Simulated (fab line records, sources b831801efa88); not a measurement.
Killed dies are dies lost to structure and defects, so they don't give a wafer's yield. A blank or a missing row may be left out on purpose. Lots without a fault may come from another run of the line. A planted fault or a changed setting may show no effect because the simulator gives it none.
One fault seen from 2 desks | flow sfq_line | each desk has only its own numbers; what lay behind them comes last

THE METROLOGY DESK
What the gauges read, lot by lot, whatever tool the lot ran on: means of the sampled wafers that have a number. A lot is out of limits, marked OUT, if its mean lies more than 4 standard deviations from the usual mean; the brackets give that distance.
Columns: A = M4_OVL at SFQ_M4_OVL_MEAS_926, usual 1 nm; B = R5_OVL at SFQ_R5_OVL_MEAS_935, usual -3 nm
lot  | first seen here | A  | B
L788 | day 41 11:06    | 3  | -9
L789 | day 41 21:55    | 4  | -1
L790 | day 42 20:43    | 2  | -5
L791 | day 43 15:55    | -3 | -7
L792 | day 43 23:19    | 4  | 5
L793 | day 44 20:58    | 1  | 3
L794 | day 45 16:21    | 4  | 1
L795 | day 51 20:27    | 10 | 8
L796 | day 52 03:39    | 10 | 3
L797 | day 52 09:39    | -1 | -8
L798 | day 52 23:25    | 8  | -0
L799 | day 53 11:25    | -2 | -14
L800 | day 53 16:13    | -1 | -5
L811 | day 54 07:49    | 0  | -3
This desk's finding: nothing out of limits on any of the 14 lots.

THE TOOL OWNER'S DESK: cmp-02
The tool's own readings at SFQ_TRILAYER_I0_CMP_CMP_028 (polishes SiO2): means of the sampled wafers that have a number, for each lot that ran on this tool. A lot is out of limits, marked OUT, if its mean lies more than 4 standard deviations from the usual mean; the brackets give that distance.
Columns: A = head_pressure_psi at SFQ_TRILAYER_I0_CMP_CMP_028, usual 3.000 psi; B = motor_current_A at SFQ_TRILAYER_I0_CMP_CMP_028, usual 10.0 A; C = time_to_endpoint_s at SFQ_TRILAYER_I0_CMP_CMP_028, usual 208 s
lot  | first seen here | A     | B    | C
L790 | day 8 10:09     | 3.004 | 9.9  | 205
L793 | day 9 07:39     | 2.998 | 9.7  | 198
L794 | day 9 13:09     | 3.002 | 10.1 | 209
L795 | day 9 16:09     | 3.003 | 9.5  | 211
L797 | day 10 01:39    | 3.003 | 9.8  | 206
L798 | day 10 08:39    | 3.001 | 9.8  | 230
L799 | day 10 16:09    | 2.996 | 9.8  | 208
L800 | day 10 23:39    | 3.005 | 10.0 | 218
L811 | day 13 08:05    | 2.996 | 9.6  | 203
This desk's finding: nothing out of limits on any of the 9 lots.

PUT TOGETHER
The metrology desk saw nothing out of limits.
The tool owner's desk saw nothing out of limits.

WHAT THE SIMULATOR HAD PUT IN
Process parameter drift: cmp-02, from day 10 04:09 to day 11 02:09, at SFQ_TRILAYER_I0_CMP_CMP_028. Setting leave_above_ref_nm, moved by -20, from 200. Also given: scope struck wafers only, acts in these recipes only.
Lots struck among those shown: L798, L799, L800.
